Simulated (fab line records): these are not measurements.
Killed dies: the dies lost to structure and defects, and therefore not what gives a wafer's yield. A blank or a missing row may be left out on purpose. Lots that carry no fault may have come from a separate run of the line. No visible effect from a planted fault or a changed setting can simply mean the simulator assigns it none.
What tool caused it? || flow gf180mcu || 13 lots with 39 wafers sampled at 5 steps, on a route of 602 steps

== WHAT THE GAUGES READ, wafer by wafer ==
GF_VT_IMPLANT_TW_MEAS_43.
{"lot": "L310", "measured": "day 7 19:12", "on": "film_metro-01", "VT_IMPLANT_4_TW": "695 697 697"}
{"lot": "L311", "measured": "day 8 02:31", "on": "film_metro-03", "VT_IMPLANT_4_TW": "698 698 698"}
{"lot": "L312", "measured": "day 8 10:22", "on": "film_metro-02", "VT_IMPLANT_4_TW": "685 687 684"}
{"lot": "L316", "measured": "day 9 12:55", "on": "film_metro-01", "VT_IMPLANT_4_TW": "695 695 696"}
{"lot": "L317", "measured": "day 9 19:48", "on": "film_metro-03", "VT_IMPLANT_4_TW": "658 658 655"}
{"lot": "L318", "measured": "day 10 01:01", "on": "film_metro-01", "VT_IMPLANT_4_TW": "694 694 692"}
{"lot": "L319", "measured": "day 10 08:20", "on": "film_metro-03", "VT_IMPLANT_4_TW": "658 656 655"}
{"lot": "L326", "measured": "day 12 07:23", "on": "film_metro-01", "VT_IMPLANT_4_TW": "692 692 694"}
{"lot": "L327", "measured": "day 12 14:10", "on": "film_metro-02", "VT_IMPLANT_4_TW": "684 681 685"}
{"lot": "L328", "measured": "day 12 21:37", "on": "film_metro-02", "VT_IMPLANT_4_TW": "681 680 686"}
{"lot": "L329", "measured": "day 13 04:01", "on": "film_metro-03", "VT_IMPLANT_4_TW": "694 694 696"}
{"lot": "L330", "measured": "day 13 11:55", "on": "film_metro-02", "VT_IMPLANT_4_TW": "686 686 683"}
{"lot": "L332", "measured": "day 14 00:35", "on": "film_metro-02", "VT_IMPLANT_4_TW": "690 691 688"}

GF_V2_BOW_MEAS_05.
{"lot": "L310", "measured": "day 19 15:07", "on": "film_metro-04", "V2_BOW (um)": "108 98 96"}
{"lot": "L311", "measured": "day 19 21:07", "on": "film_metro-02", "V2_BOW (um)": "100 96 92"}
{"lot": "L312", "measured": "day 20 14:14", "on": "film_metro-03", "V2_BOW (um)": "96 102 117"}
{"lot": "L316", "measured": "day 21 23:22", "on": "film_metro-04", "V2_BOW (um)": "87 90 100"}
{"lot": "L317", "measured": "day 22 13:21", "on": "film_metro-04", "V2_BOW (um)": "106 89 97"}
{"lot": "L318", "measured": "day 22 14:43", "on": "film_metro-03", "V2_BOW (um)": "103 115 98"}
{"lot": "L319", "measured": "day 23 01:27", "on": "film_metro-03", "V2_BOW (um)": "105 105 104"}
{"lot": "L326", "measured": "day 25 11:14", "on": "film_metro-02", "V2_BOW (um)": "100 105 95"}
{"lot": "L327", "measured": "day 25 20:18", "on": "film_metro-04", "V2_BOW (um)": "103 103 100"}
{"lot": "L328", "measured": "day 25 22:29", "on": "film_metro-04", "V2_BOW (um)": "85 98 93"}
{"lot": "L329", "measured": "day 26 06:39", "on": "film_metro-02", "V2_BOW (um)": "102 91 108"}
{"lot": "L330", "measured": "day 26 15:36", "on": "film_metro-04", "V2_BOW (um)": "99 98 105"}
{"lot": "L332", "measured": "day 27 02:17", "on": "film_metro-04", "V2_BOW (um)": "104 101 82"}

== WHAT TOOL EACH LOT RAN ON (gives the tool, then ch and the chambers of the sampled wafers, and finally the start) ==
{"lot": "L310", "GF_VT_IMPLANT_IMPLANT_41": "implanter-04 ch 0, day 7 18:57", "GF_V1_STRIP_18": "plasma_asher-02 ch 0, day 18 11:37", "GF_V2_CMP_04": "cmp-02 ch 0,2, day 19 14:51"}
{"lot": "L311", "GF_VT_IMPLANT_IMPLANT_41": "implanter-04 ch 0, day 8 02:16", "GF_V1_STRIP_18": "plasma_asher-01 ch 0,1, day 18 18:05", "GF_V2_CMP_04": "cmp-01 ch 1,2,3, day 19 20:52"}
{"lot": "L312", "GF_VT_IMPLANT_IMPLANT_41": "implanter-04 ch 0, day 8 10:07", "GF_V1_STRIP_18": "plasma_asher-02 ch 1, day 19 11:23", "GF_V2_CMP_04": "cmp-01 ch 0,2,3, day 20 14:01"}
{"lot": "L316", "GF_VT_IMPLANT_IMPLANT_41": "implanter-03 ch 0, day 9 12:40", "GF_V1_STRIP_18": "plasma_asher-03 ch 0,1, day 20 20:47", "GF_V2_CMP_04": "cmp-01 ch 0,1,3, day 21 23:04"}
{"lot": "L317", "GF_VT_IMPLANT_IMPLANT_41": "implanter-03 ch 0, day 9 19:34", "GF_V1_STRIP_18": "plasma_asher-03 ch 0,1, day 21 11:04", "GF_V2_CMP_04": "cmp-01 ch 0,1,3, day 22 13:08"}
{"lot": "L318", "GF_VT_IMPLANT_IMPLANT_41": "implanter-04 ch 0, day 10 00:46", "GF_V1_STRIP_18": "plasma_asher-02 ch 0,1, day 21 12:02", "GF_V2_CMP_04": "cmp-01 ch 0,1,2, day 22 14:26"}
{"lot": "L319", "GF_VT_IMPLANT_IMPLANT_41": "implanter-03 ch 0, day 10 08:05", "GF_V1_STRIP_18": "plasma_asher-01 ch 0,1, day 21 23:29", "GF_V2_CMP_04": "cmp-01 ch 1,2,3, day 23 01:09"}
{"lot": "L326", "GF_VT_IMPLANT_IMPLANT_41": "implanter-04 ch 0, day 12 07:08", "GF_V1_STRIP_18": "plasma_asher-01 ch 0,1, day 24 10:14", "GF_V2_CMP_04": "cmp-01 ch 0,2,3, day 25 10:56"}
{"lot": "L327", "GF_VT_IMPLANT_IMPLANT_41": "implanter-02 ch 0, day 12 13:56", "GF_V1_STRIP_18": "plasma_asher-02 ch 0,1, day 24 19:37", "GF_V2_CMP_04": "cmp-02 ch 1,2,3, day 25 20:08"}
{"lot": "L328", "GF_VT_IMPLANT_IMPLANT_41": "implanter-04 ch 0, day 12 21:23", "GF_V1_STRIP_18": "plasma_asher-01 ch 0,1, day 24 22:11", "GF_V2_CMP_04": "cmp-01 ch 1,3, day 25 22:13"}
{"lot": "L329", "GF_VT_IMPLANT_IMPLANT_41": "implanter-03 ch 0, day 13 03:49", "GF_V1_STRIP_18": "plasma_asher-03 ch 0,1, day 25 05:44", "GF_V2_CMP_04": "cmp-01 ch 2,3, day 26 06:20"}
{"lot": "L330", "GF_VT_IMPLANT_IMPLANT_41": "implanter-04 ch 0, day 13 11:40", "GF_V1_STRIP_18": "plasma_asher-02 ch 0,1, day 25 15:31", "GF_V2_CMP_04": "cmp-01 ch 0,2,3, day 26 15:17"}
{"lot": "L332", "GF_VT_IMPLANT_IMPLANT_41": "implanter-02 ch 0, day 14 00:20", "GF_V1_STRIP_18": "plasma_asher-02 ch 0,1, day 26 03:12", "GF_V2_CMP_04": "cmp-01 ch 0,1, day 27 01:59"}
- GF_VT_IMPLANT_IMPLANT_41
- GF_V1_STRIP_18: strips in O2/N2.
- GF_V2_CMP_04: polishes SiO2.

== WHAT THE TOOLS THEMSELVES READ (means of the sampled wafers that have a number; where no wafer has one, the mark that the record gives instead) ==
GF_VT_IMPLANT_IMPLANT_41.
{"lot": "L310", "tool": "implanter-04", "dose_ions_cm2": 1.0125e+12, "faraday_current_uA": 5.72, "tilt_deg (degrees)": 6.999}
{"lot": "L311", "tool": "implanter-04", "dose_ions_cm2": 1.0127e+12, "faraday_current_uA": 5.64, "tilt_deg (degrees)": 6.990}
{"lot": "L312", "tool": "implanter-04", "dose_ions_cm2": 1.0130e+12, "faraday_current_uA": 5.70, "tilt_deg (degrees)": 6.982}
{"lot": "L316", "tool": "implanter-03", "dose_ions_cm2": 1.0132e+12, "faraday_current_uA": 5.72, "tilt_deg (degrees)": 7.010}
{"lot": "L317", "tool": "implanter-03", "dose_ions_cm2": 8.3447e+11, "faraday_current_uA": 4.67, "tilt_deg (degrees)": 7.021}
{"lot": "L318", "tool": "implanter-04", "dose_ions_cm2": 1.0136e+12, "faraday_current_uA": 5.65, "tilt_deg (degrees)": 6.956}
{"lot": "L319", "tool": "implanter-03", "dose_ions_cm2": 8.3213e+11, "faraday_current_uA": 4.65, "tilt_deg (degrees)": 6.997}
{"lot": "L326", "tool": "implanter-04", "dose_ions_cm2": 1.0144e+12, "faraday_current_uA": 5.69, "tilt_deg (degrees)": 6.986}
{"lot": "L327", "tool": "implanter-02", "dose_ions_cm2": 1.0128e+12, "faraday_current_uA": 5.76, "tilt_deg (degrees)": 7.018}
{"lot": "L328", "tool": "implanter-04", "dose_ions_cm2": 1.0108e+12, "faraday_current_uA": 5.65, "tilt_deg (degrees)": 7.018}
{"lot": "L329", "tool": "implanter-03", "dose_ions_cm2": 1.0130e+12, "faraday_current_uA": 5.62, "tilt_deg (degrees)": 6.993}
{"lot": "L330", "tool": "implanter-04", "dose_ions_cm2": 1.0130e+12, "faraday_current_uA": 5.68, "tilt_deg (degrees)": 6.980}
{"lot": "L332", "tool": "implanter-02", "dose_ions_cm2": 1.0122e+12, "faraday_current_uA": 5.66, "tilt_deg (degrees)": 7.018}

GF_V1_STRIP_18.
{"lot": "L310", "tool": "plasma_asher-02", "drypump_motor_current_A (A)": 5.7, "heater_power_w (W)": 390, "oes_product_au (a.u.)": 0.591, "platen_temp_c (C)": 250.03}
{"lot": "L311", "tool": "plasma_asher-01", "drypump_motor_current_A (A)": 5.8, "heater_power_w (W)": 350, "oes_product_au (a.u.)": 0.592, "platen_temp_c (C)": 250.04}
{"lot": "L312", "tool": "plasma_asher-02", "drypump_motor_current_A (A)": 5.9, "heater_power_w (W)": 324, "oes_product_au (a.u.)": 0.595, "platen_temp_c (C)": 250.07}
{"lot": "L316", "tool": "plasma_asher-03", "drypump_motor_current_A (A)": 6.6, "heater_power_w (W)": 336, "oes_product_au (a.u.)": 0.597, "platen_temp_c (C)": 250.06}
{"lot": "L317", "tool": "plasma_asher-03", "drypump_motor_current_A (A)": 6.6, "heater_power_w (W)": 343, "oes_product_au (a.u.)": 0.594, "platen_temp_c (C)": 249.98}
{"lot": "L318", "tool": "plasma_asher-02", "drypump_motor_current_A (A)": 5.8, "heater_power_w (W)": 348, "oes_product_au (a.u.)": 0.594, "platen_temp_c (C)": 249.93}
{"lot": "L319", "tool": "plasma_asher-01", "drypump_motor_current_A (A)": 5.5, "heater_power_w (W)": 315, "oes_product_au (a.u.)": 0.591, "platen_temp_c (C)": 250.09}
{"lot": "L326", "tool": "plasma_asher-01", "drypump_motor_current_A (A)": 5.8, "heater_power_w (W)": 349, "oes_product_au (a.u.)": 0.595, "platen_temp_c (C)": 249.90}
{"lot": "L327", "tool": "plasma_asher-02", "drypump_motor_current_A (A)": 5.8, "heater_power_w (W)": 340, "oes_product_au (a.u.)": 0.594, "platen_temp_c (C)": 249.97}
{"lot": "L328", "tool": "plasma_asher-01", "drypump_motor_current_A (A)": 5.5, "heater_power_w (W)": 318, "oes_product_au (a.u.)": 0.593, "platen_temp_c (C)": 250.03}
{"lot": "L329", "tool": "plasma_asher-03", "drypump_motor_current_A (A)": 6.6, "heater_power_w (W)": 345, "oes_product_au (a.u.)": 0.593, "platen_temp_c (C)": 250.01}
{"lot": "L330", "tool": "plasma_asher-02", "drypump_motor_current_A (A)": 5.8, "heater_power_w (W)": 345, "oes_product_au (a.u.)": 0.590, "platen_temp_c (C)": 249.94}
{"lot": "L332", "tool": "plasma_asher-02", "drypump_motor_current_A (A)": 5.8, "heater_power_w (W)": 361, "oes_product_au (a.u.)": 0.593, "platen_temp_c (C)": 250.09}

GF_V2_CMP_04.
{"lot": "L310", "tool": "cmp-02", "motor_current_A (A)": 11.3, "time_to_endpoint_s (s)": 84}
{"lot": "L311", "tool": "cmp-01", "motor_current_A (A)": 12.0, "time_to_endpoint_s (s)": 84}
{"lot": "L312", "tool": "cmp-01", "motor_current_A (A)": 12.3, "time_to_endpoint_s (s)": 83}
{"lot": "L316", "tool": "cmp-01", "motor_current_A (A)": 11.3, "time_to_endpoint_s (s)": 79}
{"lot": "L317", "tool": "cmp-01", "motor_current_A (A)": 11.4, "time_to_endpoint_s (s)": 80}
{"lot": "L318", "tool": "cmp-01", "motor_current_A (A)": 12.4, "time_to_endpoint_s (s)": 83}
{"lot": "L319", "tool": "cmp-01", "motor_current_A (A)": 12.2, "time_to_endpoint_s (s)": 77}
{"lot": "L326", "tool": "cmp-01", "motor_current_A (A)": 11.9, "time_to_endpoint_s (s)": 79}
{"lot": "L327", "tool": "cmp-02", "motor_current_A (A)": 13.1, "time_to_endpoint_s (s)": 88}
{"lot": "L328", "tool": "cmp-01", "motor_current_A (A)": 11.2, "time_to_endpoint_s (s)": 77}
{"lot": "L329", "tool": "cmp-01", "motor_current_A (A)": 11.6, "time_to_endpoint_s (s)": 90}
{"lot": "L330", "tool": "cmp-01", "motor_current_A (A)": 12.3, "time_to_endpoint_s (s)": 79}
{"lot": "L332", "tool": "cmp-01", "motor_current_A (A)": 11.5, "time_to_endpoint_s (s)": 79}

== THE ANSWER, worked out from the rows above alone ==
Rule: the lots themselves supply what counts as usual. The widest of any qualifying gaps counts: lots, ordered by their means at a reading, are off when they make up no more than a third of the lots, leave a main group of 4 or more, and stand apart from it by 3 or more times the standard deviation of that group's means. The tables above print the reading to a certain number of digits; a main group whose means all agree to those digits is not used. A lot without any number at a reading at which 4 lots or more have one is off too. Where the step has rows for the other lots, those lots are counted as sound. First the gauges in route order, then the tools' own readings, where a lot's mean is used as printed above. The first step at which some lot is off is used, and at that step the reading that is off furthest; a lot without a number counts as furthest.
Off: L317, L319, at GF_VT_IMPLANT_TW_MEAS_43 (VT_IMPLANT_4_TW). Main group: mean 691, sd 5.4.
If a tool, at a process step before that reading, ran all the lots that are off and no sound lot after the first of them, it fits. The gauges at GF_VT_IMPLANT_TW_MEAS_43 aren't tried: what is off there is off at GF_VT_IMPLANT_IMPLANT_41 too, on other tools, and a gauge's error can't cause that. No candidate that was tried fits.

== WHAT THE SIMULATOR PUT IN ==
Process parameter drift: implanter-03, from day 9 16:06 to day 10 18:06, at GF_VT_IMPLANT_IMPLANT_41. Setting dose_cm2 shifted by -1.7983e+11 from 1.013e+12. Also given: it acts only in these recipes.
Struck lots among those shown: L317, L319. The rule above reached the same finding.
